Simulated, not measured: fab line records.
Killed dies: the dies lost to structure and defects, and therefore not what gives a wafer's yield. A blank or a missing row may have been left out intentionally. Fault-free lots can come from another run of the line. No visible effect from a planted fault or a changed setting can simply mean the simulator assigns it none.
Split-lot study -- flow sky130 -- route with 708 steps; 5 lots, 23 wafers read

ON THE SPLIT
At SKY_NWELL_IMPLANT_24, the setting energy-kev was moved away from the recipe's 140 on 5 of the 23 wafers read, by +2.1% to +4.6%. The other wafers ran this setting at the recipe's value.

The split's own step is where the reading is taken.

THE READING
The simulator's own value implant.drp-nm, read by no gauge, in nm at SKY_NWELL_IMPLANT_24. No usual value for it is given in the file.

wafer,"tool, chamber at the split",energy-kev as run,against the recipe,"implant.drp-nm, nm",against lot-mates on the recipe
L074.1,"implanter-01, 0",140,recipe,95.47,-
L074.3,"implanter-01, 0",140,recipe,95.47,-
L074.4,"implanter-01, 0",140,recipe,95.47,-
L074.5,"implanter-01, 0",140,recipe,95.47,-
L074.6,"implanter-01, 0",140,recipe,95.47,-
L076.1,"implanter-01, 0",140,recipe,95.47,-
L076.2,"implanter-01, 0",140,recipe,95.47,-
L076.6,"implanter-01, 0",140,recipe,95.47,-
L077.1,"implanter-04, 0",140,recipe,95.47,-
L077.3,"implanter-04, 0",140,recipe,95.47,-
L077.4,"implanter-04, 0",140,recipe,95.47,-
L077.5,"implanter-04, 0",140,recipe,95.47,-
L077.6,"implanter-04, 0",140,recipe,95.47,-
L081.1,"implanter-01, 0",146.4,+4.6%,97.07,+1.60
L081.6,"implanter-01, 0",146.4,+4.6%,97.07,+1.60
L081.2,"implanter-01, 0",140,recipe,95.47,-
L081.3,"implanter-01, 0",140,recipe,95.47,-
L081.4,"implanter-01, 0",140,recipe,95.47,-
L083.1,"implanter-03, 0",143,+2.1%,96.23,+0.76
L083.2,"implanter-03, 0",143,+2.1%,96.23,+0.76
L083.6,"implanter-03, 0",143,+2.1%,96.23,+0.76
L083.3,"implanter-03, 0",140,recipe,95.47,-
L083.4,"implanter-03, 0",140,recipe,95.47,-

THE FIT
A straight line over all 23 wafers: implant.drp-nm changes by +0.351 nm for each +1% of energy-kev; r = +1.00; the points scatter about the line by 0.0032 nm.
The same after taking each lot's own level away (the mean of its wafers on the recipe; 23 wafers): +0.351 nm for each +1%; r = +1.00; scatter 0.0032 nm.
On that fit, the largest move of energy-kev shifts the reading by 1.6 nm.
The lots' own levels span 95.470 to 95.470 nm.
Hence the lot-to-lot level has little effect on the slope; both slopes agree.
Check: +1.61 nm against its lot-mates is what the line predicts for one of the wafers moved furthest among these (+4.6%) when that wafer is left out of the fit. It came out at +1.6 nm against them.

THESE WAFERS: OTHER SPLITS
Note: prior to the reading, these wafers also went through further splits. Each is held against what the fit with the lots' levels taken away leaves over:
other split on the same wafers,wafers away from the commonest value,r with implant.drp-nm (lot level and that fit taken away)
SKY_FIELD_ISO_COAT_08 resist-thk-nm,9,-0.27
SKY_DNWELL_COAT_02 spin-rpm,10,-0.04
SKY_DNWELL_DEVELOP_06 develop-time-s,5,-0.47

FILE'S OWN FIT
implant.drp-nm changes by +0.349 nm for each +1% of energy-kev, r = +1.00.
